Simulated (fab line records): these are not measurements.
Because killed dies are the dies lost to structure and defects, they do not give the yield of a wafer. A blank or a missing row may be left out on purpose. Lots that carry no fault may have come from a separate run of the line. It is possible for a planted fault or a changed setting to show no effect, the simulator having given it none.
What tool caused it? :: flow gf180mcu :: 13 lots with 38 wafers sampled at 5 steps, on a route of 602 steps

WHAT EACH GAUGE READ, for each wafer
GF_PSD_RS_MEAS_14: measures by four-point-probe. Usual: NSD_RS gives 46.14 ohm/sq (standard deviation 0.088).
lot: L319
measured: day 13 23:53
on: film_metro-01
NSD_RS (ohm/sq): 46.24 46.34 46.31
flag: 

lot: L321
measured: day 14 21:04
on: film_metro-01
NSD_RS (ohm/sq): 46.20 46.27 46.22
flag: 

lot: L323
measured: day 15 07:53
on: film_metro-01
NSD_RS (ohm/sq): 46.17 45.99 46.08
flag: 

lot: L325
measured: day 16 04:35
on: film_metro-01
NSD_RS (ohm/sq): 46.25 46.20 46.14
flag: 

lot: L327
measured: day 16 23:17
on: film_metro-04
NSD_RS (ohm/sq): 46.09 46.09 46.00
flag: 

lot: L328
measured: day 17 08:46
on: film_metro-01
NSD_RS (ohm/sq): 46.14 46.07 46.19
flag: 

lot: L330
measured: day 18 04:26
on: film_metro-04
NSD_RS (ohm/sq): 46.12 46.08 46.11
flag: 

lot: L331
measured: day 18 08:29
on: film_metro-04
NSD_RS (ohm/sq): 46.14 46.08 46.12
flag: 

lot: L332
measured: day 19 02:08
on: film_metro-01
NSD_RS (ohm/sq): 46.22 46.17 46.15
flag: 

lot: L333
measured: day 19 11:46
on: film_metro-01
NSD_RS (ohm/sq): 46.29 46.33 46.28
flag: 

lot: L335
measured: day 20 02:13
on: film_metro-01
NSD_RS (ohm/sq): 46.25 46.16 46.19
flag: 

lot: L336
measured: day 20 10:05
on: film_metro-02
NSD_RS (ohm/sq): 46.09 46.15
flag: 

lot: L338
measured: day 21 04:05
on: film_metro-01
NSD_RS (ohm/sq): 46.19 46.11 46.14
flag: 

GF_CONTACT_BOW_MEAS_05. Usual: CONTACT_BOW gives 65 um (standard deviation 7.2).
lot: L319
measured: day 14 22:40
on: film_metro-03
CONTACT_BOW (um): 63 70 65
flag: 

lot: L321
measured: day 15 20:19
on: film_metro-04
CONTACT_BOW (um): 63 60 56
flag: 

lot: L323
measured: day 16 06:49
on: film_metro-04
CONTACT_BOW (um): 56 47 55
flag: 

lot: L325
measured: day 17 05:04
on: film_metro-04
CONTACT_BOW (um): 66 63 71
flag: 

lot: L327
measured: day 17 23:39
on: film_metro-04
CONTACT_BOW (um): 75 60 59
flag: 

lot: L328
measured: day 18 09:49
on: film_metro-03
CONTACT_BOW (um): 68 70 70
flag: 

lot: L330
measured: day 19 06:13
on: film_metro-02
CONTACT_BOW (um): 65 71 78
flag: 

lot: L331
measured: day 19 10:27
on: film_metro-03
CONTACT_BOW (um): 66 60 67
flag: 

lot: L332
measured: day 20 03:36
on: film_metro-03
CONTACT_BOW (um): 62 66 82 - - -
flag: 

lot: L333
measured: day 20 13:57
on: film_metro-03
CONTACT_BOW (um): 64 63 56
flag: 

lot: L335
measured: day 21 03:53
on: film_metro-04
CONTACT_BOW (um): 60 67 60 - - -
flag: 

lot: L336
measured: day 21 11:49
on: film_metro-04
CONTACT_BOW (um): 60 59
flag: 

lot: L338
measured: day 22 05:09
on: film_metro-04
CONTACT_BOW (um): 73 63 74
flag: 

GF_CONTACT_OVL_MEAS_15. Usual: CONTACT_OVL gives -1 nm (standard deviation 5.7).
lot: L319
measured: day 15 20:41
on: overlay-01
CONTACT_OVL (nm): -3 5 0
flag: 

lot: L321
measured: day 16 18:56
on: overlay-02
CONTACT_OVL (nm): 4 -3 1
flag: 

lot: L323
measured: day 17 05:46
on: overlay-01
CONTACT_OVL (nm): -5 -2 -4
flag: 

lot: L325
measured: day 18 03:49
on: overlay-02
CONTACT_OVL (nm): 0 -6 4
flag: 

lot: L327
measured: day 18 23:43
on: overlay-01
CONTACT_OVL (nm): -1 -5 -8
flag: 

lot: L328
measured: day 19 10:05
on: overlay-02
CONTACT_OVL (nm): -10 -6 -5
flag: 

lot: L330
measured: day 20 06:24
on: overlay-01
CONTACT_OVL (nm): -4 3 -2
flag: 

lot: L331
measured: day 20 11:00
on: overlay-01
CONTACT_OVL (nm): -6 -12 -7
flag: 

lot: L332
measured: day 21 04:01
on: overlay-01
CONTACT_OVL (nm): 3 1 5
flag: 

lot: L333
measured: day 21 14:02
on: overlay-01
CONTACT_OVL (nm): 2 7 8
flag: 

lot: L335
measured: day 22 03:25
on: overlay-02
CONTACT_OVL (nm): 5 2 3
flag: 

lot: L336
measured: day 22 11:22
on: overlay-02
CONTACT_OVL (nm): 14 9
flag: 

lot: L338
measured: day 23 04:16
on: overlay-02
CONTACT_OVL (nm): 3 4 -2
flag: 

WHICH TOOL RAN EACH LOT (tool, then ch and the chambers of the sampled wafers, then the start)
lot: L319
GF_SALICIDE_RTA_06: rtp_anneal-01 ch 0, day 14 21:50
GF_CONTACT_CMP_04: cmp-02 ch 1,2, day 14 22:22

lot: L321
GF_SALICIDE_RTA_06: rtp_anneal-01 ch 0, day 15 19:30
GF_CONTACT_CMP_04: cmp-02 ch 0,1,2, day 15 20:07

lot: L323
GF_SALICIDE_RTA_06: rtp_anneal-01 ch 0, day 16 05:59
GF_CONTACT_CMP_04: cmp-02 ch 0,2,3, day 16 06:30

lot: L325
GF_SALICIDE_RTA_06: rtp_anneal-01 ch 0, day 17 04:14
GF_CONTACT_CMP_04: cmp-02 ch 0,1,3, day 17 04:49

lot: L327
GF_SALICIDE_RTA_06: rtp_anneal-01 ch 0, day 17 22:48
GF_CONTACT_CMP_04: cmp-02 ch 0,3, day 17 23:21

lot: L328
GF_SALICIDE_RTA_06: rtp_anneal-01 ch 0, day 18 08:59
GF_CONTACT_CMP_04: cmp-02 ch 0,3, day 18 09:30

lot: L330
GF_SALICIDE_RTA_06: rtp_anneal-02 ch 0, day 19 05:24
GF_CONTACT_CMP_04: cmp-02 ch 2,3, day 19 05:58

lot: L331
GF_SALICIDE_RTA_06: rtp_anneal-02 ch 0, day 19 09:38
GF_CONTACT_CMP_04: cmp-02 ch 0,1,2, day 19 10:12

lot: L332
GF_SALICIDE_RTA_06: rtp_anneal-02 ch 0, day 20 02:47
GF_CONTACT_CMP_04: cmp-02 ch 0,2,3, day 20 03:24

lot: L333
GF_SALICIDE_RTA_06: rtp_anneal-01 ch 0, day 20 13:08
GF_CONTACT_CMP_04: cmp-01 ch 1,2,3, day 20 13:39

lot: L335
GF_SALICIDE_RTA_06: rtp_anneal-02 ch 0, day 21 03:04
GF_CONTACT_CMP_04: cmp-02 ch 0,1,2, day 21 03:34

lot: L336
GF_SALICIDE_RTA_06: rtp_anneal-01 ch 0, day 21 11:00
GF_CONTACT_CMP_04: cmp-02 ch 0,3, day 21 11:34

lot: L338
GF_SALICIDE_RTA_06: rtp_anneal-01 ch 0, day 22 04:20
GF_CONTACT_CMP_04: cmp-01 ch 1,3, day 22 04:54
- GF_SALICIDE_RTA_06: time 30 s.
- GF_CONTACT_CMP_04: polishes SiO2.

WHAT THE TOOLS THEMSELVES READ (means of the sampled wafers that have a number; where no wafer has one, the mark that the record gives instead)
GF_SALICIDE_RTA_06. Usual: chamber_o2_ppm 2.003, standard deviation 0.02; lamp_power_pct 5.6 %, standard deviation 0.47; wafer_temp_C_max 532.0, standard deviation 0.71.
lot: L319
tool: rtp_anneal-01
chamber_o2_ppm: 1.982
lamp_power_pct (%): 6.1
wafer_temp_C_max: 532.0
flag: 

lot: L321
tool: rtp_anneal-01
chamber_o2_ppm: 2.002
lamp_power_pct (%): 6.1
wafer_temp_C_max: 531.9
flag: 

lot: L323
tool: rtp_anneal-01
chamber_o2_ppm: 2.004
lamp_power_pct (%): 6.1
wafer_temp_C_max: 531.6
flag: 

lot: L325
tool: rtp_anneal-01
chamber_o2_ppm: 2.020
lamp_power_pct (%): 6.1
wafer_temp_C_max: 531.6
flag: 

lot: L327
tool: rtp_anneal-01
chamber_o2_ppm: 1.980
lamp_power_pct (%): 6.1
wafer_temp_C_max: 531.7
flag: 

lot: L328
tool: rtp_anneal-01
chamber_o2_ppm: 2.032
lamp_power_pct (%): 6.1
wafer_temp_C_max: 531.9
flag: 

lot: L330
tool: rtp_anneal-02
chamber_o2_ppm: 2.023
lamp_power_pct (%): 5.1
wafer_temp_C_max: 532.4
flag: 

lot: L331
tool: rtp_anneal-02
chamber_o2_ppm: 1.985
lamp_power_pct (%): 5.1
wafer_temp_C_max: 532.9
flag: 

lot: L332
tool: rtp_anneal-02
chamber_o2_ppm: 1.997
lamp_power_pct (%): 5.1
wafer_temp_C_max: 533.1
flag: 

lot: L333
tool: rtp_anneal-01
chamber_o2_ppm: 2.012
lamp_power_pct (%): 6.1
wafer_temp_C_max: 531.4
flag: 

lot: L335
tool: rtp_anneal-02
chamber_o2_ppm: 2.002
lamp_power_pct (%): 5.1
wafer_temp_C_max: 531.7
flag: 

lot: L336
tool: rtp_anneal-01
chamber_o2_ppm: 1.993
lamp_power_pct (%): 6.0
wafer_temp_C_max: 531.2
flag: 

lot: L338
tool: rtp_anneal-01
chamber_o2_ppm: 1.998
lamp_power_pct (%): 6.1
wafer_temp_C_max: 531.5
flag: 

GF_CONTACT_CMP_04. Usual: motor_current_A 11.7 A, standard deviation 1.2; time_to_endpoint_s 109 s, standard deviation 6.8.
lot: L319
tool: cmp-02
motor_current_A (A): 11.3
time_to_endpoint_s (s): 110
flag: 

lot: L321
tool: cmp-02
motor_current_A (A): 12.3
time_to_endpoint_s (s): 114
flag: 

lot: L323
tool: cmp-02
motor_current_A (A): 11.5
time_to_endpoint_s (s): 113
flag: 

lot: L325
tool: cmp-02
motor_current_A (A): 11.8
time_to_endpoint_s (s): 109
flag: 

lot: L327
tool: cmp-02
motor_current_A (A): 12.2
time_to_endpoint_s (s): 110
flag: 

lot: L328
tool: cmp-02
motor_current_A (A): 11.2
time_to_endpoint_s (s): 106
flag: 

lot: L330
tool: cmp-02
motor_current_A (A): 10.5
time_to_endpoint_s (s): 101
flag: 

lot: L331
tool: cmp-02
motor_current_A (A): 11.8
time_to_endpoint_s (s): 112
flag: 

lot: L332
tool: cmp-02
motor_current_A (A): 11.1
time_to_endpoint_s (s): 116
flag: 

lot: L333
tool: cmp-01
motor_current_A (A): 12.3
time_to_endpoint_s (s): 114
flag: 

lot: L335
tool: cmp-02
motor_current_A (A): 11.7
time_to_endpoint_s (s): 120
flag: 

lot: L336
tool: cmp-02
motor_current_A (A): 11.8
time_to_endpoint_s (s): 110
flag: 

lot: L338
tool: cmp-01
motor_current_A (A): 12.6
time_to_endpoint_s (s): 106
flag: 

THE ANSWER, worked out from the rows above alone
Rule: lot off if the mean of its wafers having a number is beyond 3 standard deviations from the usual mean. A lot without any number at a reading at which 4 lots or more have one is off too. All remaining lots with rows at the step are treated as sound. After the gauges, taken in route order, come the tools' own readings; for these a lot's mean is taken, as printed above. At the first step where some lot is off, the reading lying furthest off is the one used; lots without a number count as furthest.
No lot is off on any of the readings shown, so nothing can be concluded from this.

WHAT THE SIMULATOR HAD PUT IN
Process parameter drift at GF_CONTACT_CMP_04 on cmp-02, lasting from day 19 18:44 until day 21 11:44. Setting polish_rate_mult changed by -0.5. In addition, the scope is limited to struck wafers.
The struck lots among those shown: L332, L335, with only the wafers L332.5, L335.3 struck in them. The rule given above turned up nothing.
